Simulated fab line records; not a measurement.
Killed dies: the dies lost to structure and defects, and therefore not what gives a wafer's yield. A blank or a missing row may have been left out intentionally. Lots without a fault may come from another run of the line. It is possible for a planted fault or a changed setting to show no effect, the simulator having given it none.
Which tool was responsible?	flow sky130	route of 708 steps, sampled at 1 step: 14 lots, 42 wafers

## WHAT THE GAUGES SHOWED, per wafer
SKY_VIA3_RS_MEAS_22: measurement is done with a four-point probe.
lot	measured	on	VIA3_W_RS (ohm/sq)
L410	day 40 06:16	film metro-01	0.293 0.301 0.304
L411	day 40 06:24	film metro-02	0.291 0.295 0.291
L412	day 40 17:00	film metro-02	0.302 0.301 0.297
L413	day 40 18:26	film metro-04	0.292 0.297 0.297
L416	day 42 01:58	film metro-04	0.307 0.302 0.304
L418	day 42 09:52	film metro-01	0.289 0.297 0.297
L419	day 42 20:02	film metro-04	0.297 0.296 0.294
L422	day 43 13:02	film metro-02	0.297 0.296 0.295
L421	day 43 14:48	film metro-04	0.293 0.296 0.295
L426	day 44 14:23	film metro-01	0.291 0.293 0.298
L429	day 45 12:45	film metro-01	0.296 0.293 0.302
L430	day 45 13:08	film metro-02	0.297 0.292 0.290
L433	day 46 03:29	film metro-02	0.299 0.298 0.295
L432	day 46 08:48	film metro-04	0.297 0.298 0.298

## EACH LOT AND THE TOOL THAT RAN IT (in order: tool; ch and the chambers of the sampled wafers; start)
Before these readings, the record contains no process step.

## AS READ BY THE TOOLS THEMSELVES (means over the sampled wafers that have a number; for cases with no such wafer, the mark the record gives instead)
The record holds no such reading with a usual standard deviation.

## THE ANSWER, worked out from the rows above alone
Rule: the usual values come from the lots themselves. Put in order of their means at a reading, lots are off if they are a third of the lots or fewer, leave a main group of 4 or more, and stand apart from it by a gap of 3 or more times the standard deviation of the main group's means; of several such gaps the widest counts. A main group is skipped when, at the precision printed for the reading in the tables above, its means are all equal. Also off: a lot with no number at a reading for which 4 or more lots have one. All remaining lots with rows at the step are treated as sound. First the gauges in route order, then the tools' own readings, where a lot's mean is used as printed above. At the first step where some lot is off, the reading lying furthest off is the one used; lots without a number count as furthest.
No lot is off on any of the readings shown, so nothing can be concluded from this.

## WHAT THE SIMULATOR HAD INSERTED
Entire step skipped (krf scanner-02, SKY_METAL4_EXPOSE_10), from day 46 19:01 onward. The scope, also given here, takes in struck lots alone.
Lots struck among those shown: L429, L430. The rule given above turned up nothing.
